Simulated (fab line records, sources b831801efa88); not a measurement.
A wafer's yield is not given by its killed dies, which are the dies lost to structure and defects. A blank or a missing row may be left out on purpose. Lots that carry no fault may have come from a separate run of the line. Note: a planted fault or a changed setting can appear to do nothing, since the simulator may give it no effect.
fab line records ; flow sky130 ; part 2 of 2: steps 42 to 42 of 42
record: lots: 6; wafers: 18; last_day: 49
route steps=708 shown RES_XHIGH@339 SD_N@342 SD_P@359 SALICIDE@361 LI_CONTACT@362 PAD_OPEN@708
lots untouched by any fault: they come from a run of this same line in which no faults occurred
start_h: hours from the record's first day to the start of the lot's first wafer shown ; wait_h: hours since the lot's step before ; " the same as in the row above ; L1.1+2: a row that stands for several wafers ; - value missing, or start not given ; * or withheld: withheld ; < > ~ a bound
route shown NAME@n: a module of which the file shows steps, and the number in the route of the first ; usual: mean/standard deviation of fault-free wafers ; same: alike in all rows ; chamber/n: place in a boat ; sites: the reading at each site ; _std_site: their standard deviation ; _edge_site: mean of outer sites minus mean of inner sites ; radius_mm: for every site, how far away it sits from the centre of the wafer ; mask NAME#n: copy n ; behind: tool/chamber where the wafer was last shaped ; hold: why the lot was held/for how many hours/how that ended ; device: transistor that didn't switch, given as n, p or np ; end of line: tests run on the same wafers once the route is complete ; where a step has no rows: the recipe by itself ; killed: count of dies lost to structure and defects at first sort (not the wafer's yield) ; map: per-die view of a wafer (x killed, . not killed, _ where there is no die)
set.NAME: the setting that was run; set.NAME@STEP: the one run at that earlier step ; model.NAME: the simulator's own value behind a step, which no gauge read
certain route steps with their lots: each step a table, each wafer a row
services: from which hour (start_h, from the record's first day; less than 0 if before it) a tool's chamber was out of use, for how many hours, and why
== steps ==
step: SKY_PAD_OPEN_PROBE_99
usual: killed_at_M0_to_M3: 43/6.8; killed_at_M4_up: 3.3/2.1; killed_at_contacts: 24/5; killed_at_front_end: 15/4.4; killed_at_other: 0.3/0.57; killed_dies: 86/9.7; killed_open: 47/7.3; killed_short: 39/6.1
same: gross_dies: 492; killed_at_back_side: 0
lot.wafer;tool;chamber;start_h;wait_h;killed_at_M0_to_M3;killed_at_M4_up;killed_at_contacts;killed_at_front_end;killed_at_other;killed_dies;killed_open;killed_short;model.etest.nfet_16v.r_on_ohm_um;model.etest.nfet_g5v0d10v5.r_on_ohm_um;model.etest.nfet_01v8.r_on_ohm_um;model.etest.sonos_uncharged.r_on_ohm_um;model.etest.nfet_05v0_nvt.drive_ua_um;model.etest.nfet_g5v0d10v5.drive_ua_um;model.etest.nfet_16v.drive_ua_um;model.etest.res_ndiff.rs_ohm_sq_rim_less_centre
L611.2;prober-01;-;1082.95;0.1;40;2;32;21;0;95;49;45;1.434e+04;1901;845.7;804.2;574.8;597.9;219.2;-0.3313
L611.3;prober-01;-;1083.00;0.2;37;4;23;17;2;83;48;32;1.442e+04;1914;852.8;808.3;566.4;596;215.3;-0.6964
L611.5;prober-01;-;1083.10;0.2;46;2;27;8;0;83;47;36;1.451e+04;1884;830.9;788.2;573.7;603.6;218.6;0.1088
L613.1;prober-01;-;1103.21;0.1;39;10;28;24;2;103;52;47;1.431e+04;1884;860.2;803.9;581.5;604;222.6;1.619
L613.4;prober-01;-;1103.36;0.2;53;7;22;12;1;95;49;45;1.42e+04;1874;824.2;810.5;575.2;605.6;220.2;-1.298
L616.1;prober-02;-;1120.82;0.1;40;1;26;11;0;78;43;35;1.357e+04;1840;806;796.5;593.5;620.6;233.3;-0.9604
L616.5;prober-02;-;1121.02;0.2;39;3;19;16;0;77;33;44;1.375e+04;1876;825.8;816.8;578.8;606.4;225.8;-0.5825
L616.6;prober-02;-;1121.07;0.2;49;3;23;18;1;94;59;34;1.356e+04;1852;836.6;806.7;591.7;621;234.5;-0.4201
L617.2;prober-01;-;1128.82;0.1;43;4;18;12;0;77;35;41;1.426e+04;1867;846.2;796;583.2;611;223;-1.085
L617.4;prober-01;-;1128.92;0.2;42;2;18;18;0;80;42;37;1.407e+04;1858;847;817;584.8;613.9;222.8;-2.238
L617.6;prober-01;-;1129.02;0.2;39;1;21;7;0;68;43;25;1.42e+04;1863;827.3;790.1;589.9;622.3;225.4;-2.733
L626.1;prober-02;-;1175.36;0.1;48;2;30;10;0;90;52;38;1.459e+04;2060;921.5;863.8;547.9;580.8;207;-5.283
L626.2;prober-02;-;1175.41;0.1;39;5;20;16;0;80;42;38;1.462e+04;2042;895.3;848.7;544.6;583.3;206.5;-5.629
L626.5;prober-02;-;1175.56;0.2;57;3;22;20;0;102;54;48;1.452e+04;2082;940.5;865.8;551.5;582.4;208.2;-4.244
L627.2;prober-01;-;1175.68;0.1;31;4;24;14;0;73;46;27;1.466e+04;2031;909.9;842.2;556.6;594.6;210.4;-6.025
L627.3;prober-01;-;1175.73;0.2;41;4;19;25;0;89;47;41;1.458e+04;2008;878.7;848;551;593.9;210.3;-4.637
L627.6;prober-01;-;1175.88;0.2;48;3;22;16;0;89;48;41;1.472e+04;2028;898.9;840.4;551.6;581.3;204.9;-3.967
killed by level:class
L611.2 CONTACT:geometric_particle:open=11 LI_CONTACT:geometric_particle:open=11 VIA1:geometric_particle:short=8 FIELD_ISO:geometric_particle:open=6 VIA3:geometric_particle:open=6 VIA1:geometric_particle:open=6 METAL2:geometric_particle:short=6 FIELD_ISO:geometric_particle:short=5
L611.3 VIA1:geometric_particle:open=10 LI_CONTACT:geometric_particle:open=9 CONTACT:geometric_particle:open=9 VIA1:geometric_particle:short=7 FIELD_ISO:geometric_particle:open=5 VIA2:geometric_particle:open=5 METAL1:geometric_particle:short=4 FIELD_ISO:geometric_particle:short=3
L611.5 VIA1:geometric_particle:open=13 CONTACT:geometric_particle:open=11 VIA3:geometric_particle:open=6 VIA1:geometric_particle:short=5 VIA2:geometric_particle:open=5 POLY_GATE:geometric_particle:open=4 LI_CONTACT:geometric_particle:short=4 LI_CONTACT:geometric_particle:open=4
L613.1 LI_CONTACT:geometric_particle:open=9 CONTACT:geometric_particle:open=8 METAL4:geometric_particle:short=8 POLY_GATE:geometric_particle:open=6 METAL2:geometric_particle:short=6 VIA3:geometric_particle:open=6 CONTACT:geometric_particle:short=6 METAL1:geometric_particle:short=5
L613.4 VIA1:geometric_particle:open=10 VIA3:geometric_particle:open=9 VIA2:geometric_particle:open=8 CONTACT:geometric_particle:open=8 LI_CONTACT:geometric_particle:open=7 VIA2:geometric_particle:short=7 METAL4:geometric_particle:short=6 VIA1:geometric_particle:short=5
L616.1 CONTACT:geometric_particle:open=10 VIA1:geometric_particle:open=10 LI_CONTACT:geometric_particle:open=7 METAL2:geometric_particle:short=6 VIA1:geometric_particle:short=5 CONTACT:geometric_particle:short=4 METAL1:geometric_particle:short=4 VIA2:geometric_particle:open=4
L616.5 CONTACT:geometric_particle:open=8 POLY_GATE:geometric_particle:short=6 VIA1:geometric_particle:short=6 VIA1:geometric_particle:open=6 VIA2:geometric_particle:short=6 METAL2:geometric_particle:short=5 METAL3:geometric_particle:short=5 VIA3:geometric_particle:open=5
L616.6 VIA3:geometric_particle:open=11 VIA1:geometric_particle:open=10 CONTACT:geometric_particle:open=9 VIA2:geometric_particle:open=8 POLY_GATE:geometric_particle:open=6 CONTACT:geometric_particle:short=5 VIA1:geometric_particle:short=5 LI_CONTACT:geometric_particle:open=4
L617.2 CONTACT:geometric_particle:open=6 METAL2:geometric_particle:short=6 VIA2:geometric_particle:short=6 VIA3:geometric_particle:open=5 METAL1:geometric_particle:short=5 FIELD_ISO:geometric_particle:open=4 LI_CONTACT:geometric_particle:short=4 LOCAL_INTERCONNECT:geometric_particle:short=4
L617.4 LI_CONTACT:geometric_particle:open=7 VIA1:geometric_particle:open=7 VIA2:geometric_particle:open=7 POLY_GATE:geometric_particle:short=6 VIA3:geometric_particle:open=6 VIA2:geometric_particle:short=6 POLY_GATE:geometric_particle:open=5 METAL1:geometric_particle:short=5
L617.6 CONTACT:geometric_particle:open=11 VIA3:geometric_particle:open=9 VIA2:geometric_particle:open=7 VIA1:geometric_particle:open=6 LOCAL_INTERCONNECT:geometric_particle:short=4 METAL2:geometric_particle:short=4 FIELD_ISO:geometric_particle:open=3 VIA2:geometric_particle:short=3
L626.1 VIA1:geometric_particle:open=15 VIA3:geometric_particle:open=11 LI_CONTACT:geometric_particle:open=8 CONTACT:geometric_particle:open=7 VIA3:geometric_particle:short=7 CONTACT:geometric_particle:short=6 LOCAL_INTERCONNECT:geometric_particle:short=5 POLY_GATE:geometric_particle:short=3
L626.2 FIELD_ISO:geometric_particle:open=7 VIA3:geometric_particle:open=7 CONTACT:geometric_particle:open=6 METAL3:geometric_particle:short=5 LI_CONTACT:geometric_particle:open=5 VIA1:geometric_particle:open=5 VIA1:geometric_particle:short=5 POLY_GATE:geometric_particle:open=4
L626.5 VIA1:geometric_particle:open=11 VIA3:geometric_particle:open=10 METAL1:geometric_particle:short=9 VIA2:geometric_particle:open=9 METAL2:geometric_particle:short=6 LI_CONTACT:geometric_particle:open=5 CONTACT:geometric_particle:open=5 VIA1:geometric_particle:short=5
L627.2 VIA1:geometric_particle:open=9 LI_CONTACT:geometric_particle:open=9 CONTACT:geometric_particle:open=8 METAL1:geometric_particle:short=5 VIA2:geometric_particle:open=5 POLY_GATE:geometric_particle:open=4 POLY_GATE:geometric_particle:short=4 LOCAL_INTERCONNECT:geometric_particle:short=4
L627.3 VIA1:geometric_particle:open=10 POLY_GATE:geometric_particle:open=6 LOCAL_INTERCONNECT:geometric_particle:short=6 VIA2:geometric_particle:open=6 VIA3:geometric_particle:open=6 METAL2:geometric_particle:short=5 POLY_GATE:geometric_particle:short=4 CONTACT:geometric_particle:short=4
L627.6 VIA1:geometric_particle:open=12 LI_CONTACT:geometric_particle:open=9 VIA2:geometric_particle:open=9 METAL2:geometric_particle:short=7 METAL1:geometric_particle:short=5 VIA3:geometric_particle:open=5 LOCAL_INTERCONNECT:geometric_particle:short=4 CONTACT:geometric_particle:open=4
== services ==
tool;chamber;start_h;hours;kind
plasma_asher-03;-;643.88;1.2;repair
rtp_anneal-02;-;654.47;0.8;repair
plasma_asher-01;-;661.18;11.0;repair
implanter-02;-;671.65;0.5;repair
plasma_asher-03;-;674.02;4.0;pm
rie_diel-01;1;694.27;5.4;repair
rie_diel-02;-;706.65;1.1;repair
rie_diel-02;2;707.74;7.6;repair
rie_diel-04;-;714.74;0.6;repair
plasma_asher-04;-;724.47;0.4;repair
rie_diel-04;-;733.48;0.6;repair
plasma_asher-01;-;733.75;9.0;pm
plasma_asher-04;-;743.99;3.5;repair
rie_diel-04;2;753.75;4.8;repair
plasma_asher-01;-;774.43;13.9;repair
rie_diel-01;-;778.92;14.6;pm
implanter-02;-;796.87;4.9;pm
plasma_asher-04;-;801.75;8.8;repair
rie_diel-02;3;805.75;4.0;repair
rie_diel-04;2;808.00;-;clean
rie_diel-04;2;808.00;15.8;scheduled_down
rie_diel-04;2;808.00;15.8;vent_cycle
rtp_anneal-01;-;808.87;1.0;pm
rie_diel-01;-;810.07;4.3;pm
== key ==
first_sign none at tools or gauges
model_effect: step: SKY_PAD_OPEN_PROBE_99; value: etest.nfet_16v.r_on_ohm_um; without: 1.396e+04; struck: 1.461e+04
met_at SKY_SD_N_IMPLANT_09
struck_wafers L626.1,L626.2,L626.5,L627.2,L627.3,L627.6
tester_left_out L626,L627
onset_between 717.21 785.24
also_fits time
fault: kind: process_parameter_drift; tool: implanter-01; chamber: -; onset_h: 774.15; steps: SKY_SD_N_IMPLANT_09; channel: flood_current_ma; offset: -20; shape: step; end_h: 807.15
tester_left_out: of these lots the tester's yield and bins aren't shown, on N5 and GAA mostly nor the transistor test; their killed dies are dies lost to structure and defects alone, not to doping, threshold or leakage, so they don't give the yield
